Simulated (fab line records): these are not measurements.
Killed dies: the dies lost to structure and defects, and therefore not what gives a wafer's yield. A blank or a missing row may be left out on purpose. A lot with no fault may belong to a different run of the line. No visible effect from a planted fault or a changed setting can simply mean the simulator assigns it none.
The tool behind it: which one? / flow sky130 / 7 lots with 21 wafers sampled at 3 steps, on a route of 708 steps

WHAT THE GAUGES READ, wafer by wafer
SKY_LDD_LDN_TW_MEAS_13.
lot=L899; measured=day 23 13:05; on=filmMetro-04; LDD_LDN_TW=1486 1488 1483
lot=L901; measured=day 25 05:37; on=filmMetro-04; LDD_LDN_TW=1482 1484 1485
lot=L905; measured=day 25 22:58; on=filmMetro-02; LDD_LDN_TW=1484 1473 1477
lot=L909; measured=day 27 06:28; on=filmMetro-04; LDD_LDN_TW=1494 1503 1496
lot=L914; measured=day 27 19:52; on=filmMetro-04; LDD_LDN_TW=1501 1494 1496
lot=L919; measured=day 30 02:07; on=filmMetro-01; LDD_LDN_TW=1349 1350 1350 1349 1353 1341
lot=L921; measured=day 30 04:51; on=filmMetro-01; LDD_LDN_TW=1477 1471 1468

WHICH TOOL RAN EACH LOT (tool, then ch and the chambers of the sampled wafers, then the start)
lot=L899; SKY_VT_ADJUST_LVTN_STRIP_20=plasmaAsher-01 ch 0,1, day 7 22:18; SKY_LDD_LDN_IMPLANT_08=implanter-03 ch 0, day 23 12:23
lot=L901; SKY_VT_ADJUST_LVTN_STRIP_20=plasmaAsher-04 ch 0,1, day 8 19:11; SKY_LDD_LDN_IMPLANT_08=implanter-01 ch 0, day 25 04:56
lot=L905; SKY_VT_ADJUST_LVTN_STRIP_20=plasmaAsher-04 ch 0,1, day 9 21:01; SKY_LDD_LDN_IMPLANT_08=implanter-01 ch 0, day 25 22:17
lot=L909; SKY_VT_ADJUST_LVTN_STRIP_20=plasmaAsher-04 ch 1, day 10 17:12; SKY_LDD_LDN_IMPLANT_08=implanter-02 ch 0, day 27 05:47
lot=L914; SKY_VT_ADJUST_LVTN_STRIP_20=plasmaAsher-04 ch 0,1, day 12 02:50; SKY_LDD_LDN_IMPLANT_08=implanter-03 ch 0, day 27 19:12
lot=L919; SKY_VT_ADJUST_LVTN_STRIP_20=plasmaAsher-03 ch 0,1, day 13 16:12; SKY_LDD_LDN_IMPLANT_08=implanter-01, day 30 01:26
lot=L921; SKY_VT_ADJUST_LVTN_STRIP_20=plasmaAsher-04 ch 0,1, day 14 00:21; SKY_LDD_LDN_IMPLANT_08=implanter-02 ch 0, day 30 04:09
- SKY_VT_ADJUST_LVTN_STRIP_20: strips in O2/N2.
- SKY_LDD_LDN_IMPLANT_08

THE ANSWER, worked out from the rows above alone
Rule: what is usual is taken from the lots themselves. Put in order of their means at a reading, lots are off if they are a third of the lots or fewer, leave a main group of 4 or more, and stand apart from it by a gap of 3 or more times the standard deviation of the main group's means; of several such gaps the widest counts. A main group is skipped when, at the precision printed for the reading in the tables above, its means are all equal. A lot without any number at a reading at which 4 lots or more have one is off too. The other lots that the step has rows for count as sound.
Off: at SKY_LDD_LDN_TW_MEAS_13 (LDD_LDN_TW), L919. The main group: mean 1486, standard deviation 9.3.
If a tool, at a process step before that reading, ran all the lots that are off and no sound lot after the first of them, it fits. The gauges at SKY_LDD_LDN_TW_MEAS_13 are tried like those tools. This does not decide it: 2 tools fit, namely plasmaAsher-03 at SKY_VT_ADJUST_LVTN_STRIP_20 and implanter-01 at SKY_LDD_LDN_IMPLANT_08.

WHAT THE SIMULATOR HAD PUT IN
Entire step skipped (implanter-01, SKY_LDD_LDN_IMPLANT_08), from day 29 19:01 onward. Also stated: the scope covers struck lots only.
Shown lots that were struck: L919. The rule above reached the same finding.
